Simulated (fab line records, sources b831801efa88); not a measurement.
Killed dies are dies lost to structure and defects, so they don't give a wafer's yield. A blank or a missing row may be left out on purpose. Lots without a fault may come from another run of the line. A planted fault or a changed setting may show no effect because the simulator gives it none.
A struck lot beside a sound one | flow sfq_line | 42 steps out of a route of 325
Sound: wafers L610.1, L610.2, L610.5. Struck: wafer L604.5. (L604.3, L604.4 of the same lot were not struck and are left out.) The cause comes at the end.
At each step with rows: each side's tool, then ch and its chambers, then its first start. Under that, the readings that differ: sound wafers | struck wafers | difference of the means | sigmas: that difference in standard deviations of wafers without a fault.
alike: readings whose means differ by less than 2 such deviations, and words and numbers that are the same on both sides. not compared: withheld readings, readings that some wafer has no value for, bounds like >300 that may hide the same value, and numbers for which the record gives no deviation and whose values overlap.
The two part at a step that has a row with sigmas, a row that says differs or no value, or rows on one side only. Numbers that don't overlap but have no deviation are shown without sigmas and don't part them. A reading that every wafer of one side lacks parts them only if that side has two wafers or more.

first, 6 steps without rows for these wafers: SFQ_TRILAYER_M0_LITHO_COAT_026 (resist thk 62 nm); SFQ_TRILAYER_M0_LITHO_COAT_021 (resist thk 600 nm); SFQ_TRILAYER_M0_LITHO_SOFTBAKE_025; SFQ_TRILAYER_M0_LITHO_EXPOSE_022 (exposes mask M0, target cd 500 nm); SFQ_TRILAYER_M0_LITHO_PEB_024 (peb time 60 s); SFQ_TRILAYER_M0_LITHO_DEVELOP_023 (time 60 s).
SFQ_M0_OVL_MEAS_906:
  sound on overlay-01, day 21 15:11; struck on overlay-01, day 13 17:43
  alike: M0_OVL
SFQ_TRILAYER_M0_BARC_OPEN_METAL_ETCH_031: etches BARC in O2, target depth 125 nm, time 41.7 s.
  sound on rie_metal-02 ch 0,1, day 21 15:14; struck on rie_metal-03 ch 0, day 13 17:46
  alike: drypump_motor_current_A, oes_product_au
  not compared: rf_hours_counter_h
then, 4 steps without rows for these wafers: SFQ_TRILAYER_M0_ETCH_METAL_ETCH_024 (etches Nb in Cl2/Ar, stops on SiO2, target depth 240 nm, time 120 s); SFQ_TRILAYER_M0_STRIP_STRIP_025 (strips in O2); SFQ_TRILAYER_M0_STRIP_SOLV_CLEAN_026 (cleans in NMP, time 600 s); SFQ_TRILAYER_I0_DEP_PECVD_027 (deposits SiO2 from SiH4/N2O, time 111.11 s, target thk 500 nm).
SFQ_TRILAYER_I0_CMP_CMP_028: polishes SiO2.
  sound on cmp-02 ch 2,3, day 21 22:13; struck on cmp-01 ch 2, day 13 21:17
  reading                                             | sound             | struck | difference | sigmas
  time_to_endpoint_s (s)                              | 216 216 217       | 175    | -41        | -5
  model.SiO2_of_TRILAYER_I0_DEP_PECVD_027.thk_nm (nm) | 200.2 201.3 199.1 | 250.4  | +50.2      |
  alike: head_pressure_psi, motor_current_A
SFQ_I0_BOW_MEAS_907:
  sound on film_metro-03, day 22 01:13; struck on film_metro-01, day 13 23:08
  not compared: I0_BOW
SFQ_TRILAYER_I0_METRO_MEASURE_029:
  sound on film_metro-03, day 22 01:20; struck on film_metro-01, day 14 06:14
  reading     | sound             | struck | difference | sigmas
  thk_nm (nm) | 200.1 201.3 199.2 | 250.3  | +50.1      | +46
then, 6 steps without rows for these wafers: SFQ_TRILAYER_I0_VIA_LITHO_COAT_036 (resist thk 62 nm); SFQ_TRILAYER_I0_VIA_LITHO_COAT_031 (resist thk 650 nm); SFQ_TRILAYER_I0_VIA_LITHO_SOFTBAKE_035; SFQ_TRILAYER_I0_VIA_LITHO_EXPOSE_032 (exposes mask I0, target cd 500 nm); SFQ_TRILAYER_I0_VIA_LITHO_PEB_034 (peb time 60 s); SFQ_TRILAYER_I0_VIA_LITHO_DEVELOP_033 (time 60 s).
-- the record jumps here: 5 days lie between the struck wafers' starts before and after --
SFQ_I0_OVL_MEAS_908:
  sound on overlay-02, day 28 12:28; struck on overlay-02, day 19 17:25
  alike: I0_OVL
then, 1 step without rows for these wafers: SFQ_TRILAYER_I0_VIA_BARC_OPEN_VIA_ETCH_046 (etches BARC in O2, target depth 125 nm, time 41.7 s).
SFQ_TRILAYER_I0_VIA_ETCH_VIA_ETCH_034: etches SiO2 in CHF3, stops on Nb, target depth 260 nm.
  sound on rie_diel-03 ch 2,3, day 28 12:32; struck on rie_diel-02 ch 2, day 19 17:29
  reading                        | sound             | struck | difference | sigmas
  oes_product_au (a.u.)          | 0.856 0.866 0.859 | 0.966  | +0.106     | +21
  model.etch.depth_nm (nm)       | 200.2 201.3 199.1 | 250.4  | +50.2      |
  model.I0.feature_depth_nm (nm) | 200.2 201.3 199.1 | 250.4  | +50.2      |
  alike: drypump_motor_current_A
SFQ_TRILAYER_I0_VIA_STRIP_STRIP_035: strips in O2.
  sound on rie_metal-03 ch 0,1, day 28 12:39; struck on rie_metal-03 ch 1, day 19 17:48
  reading               | sound             | struck | difference | sigmas
  oes_product_au (a.u.) | 1.016 1.011 1.005 | 0.988  | -0.023     | -3
  alike: drypump_motor_current_A
  not compared: rf_hours_counter_h
then, 1 step without rows for these wafers: SFQ_TRILAYER_I0_VIA_STRIP_SOLV_CLEAN_036 (cleans in NMP, time 600 s).
SFQ_TRILAYER_M1_DEP_PRE_CLEAN_038: time 22.5 s.
  sound on pvd_sputter-05, day 28 13:26; struck on pvd_sputter-06, day 19 18:22
  reading                                             | sound             | struck | difference | sigmas
  model.SiO2_of_TRILAYER_I0_DEP_PECVD_027.thk_nm (nm) | 192.7 193.8 191.6 | 242.9  | +50.2      |
then, 1 step without rows for these wafers: SFQ_TRILAYER_M1_DEP_SPUTTER_037 (material Nb, target thk 200 nm, time 133.3 s).
SFQ_M1_RS_MEAS_909: measures by four-point-probe.
  sound on film_metro-03, day 28 13:34; struck on film_metro-01, day 19 18:32
  alike: M1_NB_RS
then, 6 steps without rows for these wafers: SFQ_TRILAYER_M1_LITHO_COAT_044 (resist thk 62 nm); SFQ_TRILAYER_M1_LITHO_COAT_039 (resist thk 600 nm); SFQ_TRILAYER_M1_LITHO_SOFTBAKE_043; SFQ_TRILAYER_M1_LITHO_EXPOSE_040 (exposes mask M1, target cd 500 nm); SFQ_TRILAYER_M1_LITHO_PEB_042 (peb time 60 s); SFQ_TRILAYER_M1_LITHO_DEVELOP_041 (time 60 s).
SFQ_M1_OVL_MEAS_911:
  sound on overlay-02, day 34 16:05; struck on overlay-01, day 20 10:28
  alike: M1_OVL
SFQ_TRILAYER_M1_BARC_OPEN_METAL_ETCH_054: etches BARC in O2, target depth 125 nm, time 41.7 s.
  sound on rie_metal-04 ch 0, day 34 16:07; struck on rie_metal-03 ch 1, day 20 10:31
  reading                     | sound             | struck | difference | sigmas
  drypump_motor_current_A (A) | 6.2 6.3 6.2       | 5.3    | -0.9       | -3
  oes_product_au (a.u.)       | 0.683 0.684 0.680 | 0.692  | +0.010     | +2
  not compared: rf_hours_counter_h
SFQ_TRILAYER_M1_ETCH_METAL_ETCH_042: etches Nb in Cl2/Ar, stops on SiO2, target depth 240 nm, time 120 s.
  sound on rie_metal-04 ch 0, day 34 16:14; struck on rie_metal-03 ch 1, day 20 10:35
  reading                     | sound       | struck | difference | sigmas
  drypump_motor_current_A (A) | 6.2 6.2 6.2 | 5.3    | -0.9       | -2
  alike: oes_product_au
  not compared: rf_hours_counter_h
then, 2 steps without rows for these wafers: SFQ_TRILAYER_M1_STRIP_STRIP_043 (strips in O2); SFQ_TRILAYER_M1_STRIP_SOLV_CLEAN_044 (cleans in NMP, time 600 s).
SFQ_TRILAYER_I1_DEP_PECVD_045: deposits SiO2 from SiH4/N2O, time 111.11 s, target thk 500 nm.
  sound on pecvd-03 ch 0,1, day 34 17:52; struck on pecvd-03 ch 2, day 20 11:29
  reading            | sound    | struck | difference | sigmas
  heater_power_w (W) | 78 93 93 | 60     | -28        | -2
  alike: throttle_valve_pct
-- the record jumps here: 70 days lie between the struck wafers' starts before and after --
SFQ_M8_BOW_MEAS_951:
  sound on film_metro-04, day 95 15:14; struck on film_metro-01, day 90 11:49
  reading                 | sound             | struck | difference | sigmas
  model.etest.i0.link_ohm | 1.975 1.964 1.981 | 2.049  | +0.076     |
  alike: M8_BOW

WHERE THEY PART
First at SFQ_TRILAYER_I0_CMP_CMP_028; last, within this record, at SFQ_TRILAYER_I1_DEP_PECVD_045. Later steps at which nothing parts them and some readings are alike: SFQ_M8_BOW_MEAS_951.

WHY: what the simulator had put in
Process parameter drift: cmp-01, from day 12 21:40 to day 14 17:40, at SFQ_TRILAYER_I0_CMP_CMP_028. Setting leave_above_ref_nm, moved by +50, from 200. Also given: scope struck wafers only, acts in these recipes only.
